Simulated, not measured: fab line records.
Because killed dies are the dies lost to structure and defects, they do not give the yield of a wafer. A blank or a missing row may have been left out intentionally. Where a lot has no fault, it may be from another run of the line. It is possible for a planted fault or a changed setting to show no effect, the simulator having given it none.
A lot that was struck, set against a sound lot / flow gf180mcu / 43 steps out of a route of 602
Sound: the wafers L340.2, L340.4, L340.6. Wafers struck: L353.1, L353.2, L353.3. The cause comes at the end.
At each step with rows: each side's tool, then ch and its chambers, then its first start. Under that, the readings that differ: sound wafers / struck wafers / difference of the means / sigmas: that difference in standard deviations of wafers without a fault.
alike: readings whose means differ by less than 2 such deviations, and words and numbers that are the same on both sides. not compared: withheld readings, readings that some wafer has no value for, bounds like >300 that may hide the same value, and numbers for which the record gives no deviation and whose values overlap.
A row with sigmas, a row that says differs or no value, or rows on one side alone: a step with any of these is where the two part. Numbers that don't overlap but have no deviation are shown without sigmas and don't part them. A reading that every wafer of one side lacks parts them only if that side has two wafers or more.

first, 5 steps without rows for these wafers: GF_SAB_COAT_04 (resist thk 1000 nm); GF_SAB_SOFTBAKE_05 (time 60 s); GF_SAB_EXPOSE_06 (exposes mask SAB, target cd 420 nm); GF_SAB_PEB_07; GF_SAB_DEVELOP_08 (develop time 60 s).
GF_SAB_CD_MEAS_09: target cd 420 nm.
  sound on cd sem-02, day 16 16:47; struck on cd sem-01, day 21 09:56
  alike: cd nm
GF_SAB_OVL_MEAS_10:
  sound on overlay-02, day 16 16:54; struck on overlay-01, day 21 10:03
  alike: SAB_OVL
then, 2 steps without rows for these wafers: GF_SAB_ETCH_11 (etches SiO2 in C4F8/O2/Ar, target depth 55 nm, time 8.5 s); GF_SAB_WET_ETCH_12 (etches SiO2 in dHF, target depth 22 nm, time 440 s).
GF_SAB_STRIP_13: strips in O2/N2.
  sound on plasma asher-01 ch 0,1, day 16 17:05; struck on plasma asher-03 ch 0,1, day 21 10:15
  alike: drypump motor current A, heater power w, oes product au, strip time to endpoint s
  not compared: rf hours counter h
then, 2 steps without rows for these wafers: GF_SALICIDE_CLEAN_00 (cleans in SC1/SC2, time 150 s); GF_SALICIDE_WET_ETCH_01 (etches SiO2 in dHF, target depth 5 nm, time 100 s).
GF_SALICIDE_SPUTTER_02: material Co, target thk 10 nm, time 20 s.
  sound on pvd sputter-01, day 16 17:16; struck on pvd sputter-01, day 21 10:26
  alike: cathode dc power W, throttle valve pct
GF_SALICIDE_SPUTTER_03: material TiN, target thk 20 nm, time 16.7 s.
  sound on pvd sputter-01, day 16 17:17; struck on pvd sputter-01, day 21 10:28
  alike: cathode dc power W, throttle valve pct
GF_SALICIDE_RS_MEAS_04: measurement is done with a four-point probe.
  sound on film metro-02, day 16 17:20; struck on film metro-02, day 21 10:29
  alike: SALICIDE_TIN_RS
GF_SALICIDE_THK_MEAS_05: measures by xrf.
  sound on film metro-02, day 16 17:27; struck on film metro-02, day 21 10:37
  alike: SALICIDE_TIN_THK
then, 4 steps without rows for these wafers: GF_SALICIDE_RTA_06 (time 30 s); GF_SALICIDE_WET_ETCH_07 (etches the open film in SPM, target depth 120 nm); GF_SALICIDE_RTA_08 (time 30 s); GF_CONTACT_CVD_00 (deposits SiO2, target thk 300 nm, time 50 s).
GF_CONTACT_THK_MEAS_01:
  sound on film metro-02, day 16 17:50; struck on film metro-01, day 21 11:00
  alike: CONTACT_CVD_00_THK
then, 1 step without rows for these wafers: GF_CONTACT_CVD_02 (deposits SiO2 from TEOS, target thk 860 nm, time 95.992 s).
GF_CONTACT_THK_MEAS_03:
  sound on film metro-03, day 16 17:58; struck on film metro-03, day 21 11:08
reading=CONTACT_CVD_02_THK (nm); sound=857 858 890; struck=837 859 837; difference=-24; sigmas=-2
GF_CONTACT_CMP_04: polishes SiO2.
  sound on cmp-02 ch 2,3, day 16 18:01; struck on cmp-01 ch 0,1,2, day 21 11:11
reading=time to endpoint s (s); sound=120 128 138; struck=108 120 110; difference=-16; sigmas=-2
  alike: motor current A
GF_CONTACT_BOW_MEAS_05:
  sound on film metro-01, day 16 18:20; struck on film metro-01, day 21 11:29
  alike: CONTACT_BOW
then, 8 steps without rows for these wafers: GF_CONTACT_DEHYDRATE_06 (time 60 s); GF_CONTACT_HMDS_07 (prime time 60 s); GF_CONTACT_COAT_08; GF_CONTACT_COAT_09 (resist thk 1000 nm); GF_CONTACT_SOFTBAKE_10 (time 60 s); GF_CONTACT_EXPOSE_11 (exposes mask Contact, target cd 220 nm); GF_CONTACT_PEB_12 (peb time 90 s); GF_CONTACT_DEVELOP_13 (develop time 60 s).
GF_CONTACT_CD_MEAS_14: target cd 220 nm.
  sound on cd sem-01, day 17 16:38; struck on cd sem-02, day 22 10:49
  alike: cd nm
GF_CONTACT_OVL_MEAS_15:
  sound on overlay-01, day 17 16:44; struck on overlay-01, day 22 10:56
  alike: CONTACT_OVL
GF_CONTACT_ETCH_16: etches BARC in N2/H2.
  sound on rie diel-02 ch 2,3, day 17 16:46; struck on rie diel-02 ch 1,2,3, day 22 10:58
  alike: bias w, drypump motor current A, oes product au, throttle valve pct
then, 5 steps without rows for these wafers: GF_CONTACT_ETCH_17 (etches SiO2 in C4F8/O2/Ar, stops on CoSi2, target depth 860 nm); GF_CONTACT_STRIP_18 (strips in O2/N2); GF_CONTACT_CLEAN_19 (cleans in SPM); GF_CONTACT_CLEAN_20 (cleans in DIW); GF_CONTACT_CLEAN_21 (cleans in dHF, time 20 s).
GF_CONTACT_SPUTTER_22: material Ti, target thk 15 nm, time 80.02 s.
  sound on pvd sputter-02, day 17 17:15; struck on pvd sputter-04, day 22 11:26
  alike: cathode dc power W, throttle valve pct
-- the record jumps here: 11 days lie between the struck wafers' starts before and after (it left off in module CONTACT and takes up again in module PASSIVATION, whose first step shown is number 602 of the route) --
GF_PASSIVATION_PROBE_99:
  the record has rows for the struck wafers here (prober-02, day 33 16:01) and none for the sound ones

## WHERE THEY PART
First at GF_CONTACT_THK_MEAS_03; last, within this record, at GF_PASSIVATION_PROBE_99.

WHY: what the simulator had put in
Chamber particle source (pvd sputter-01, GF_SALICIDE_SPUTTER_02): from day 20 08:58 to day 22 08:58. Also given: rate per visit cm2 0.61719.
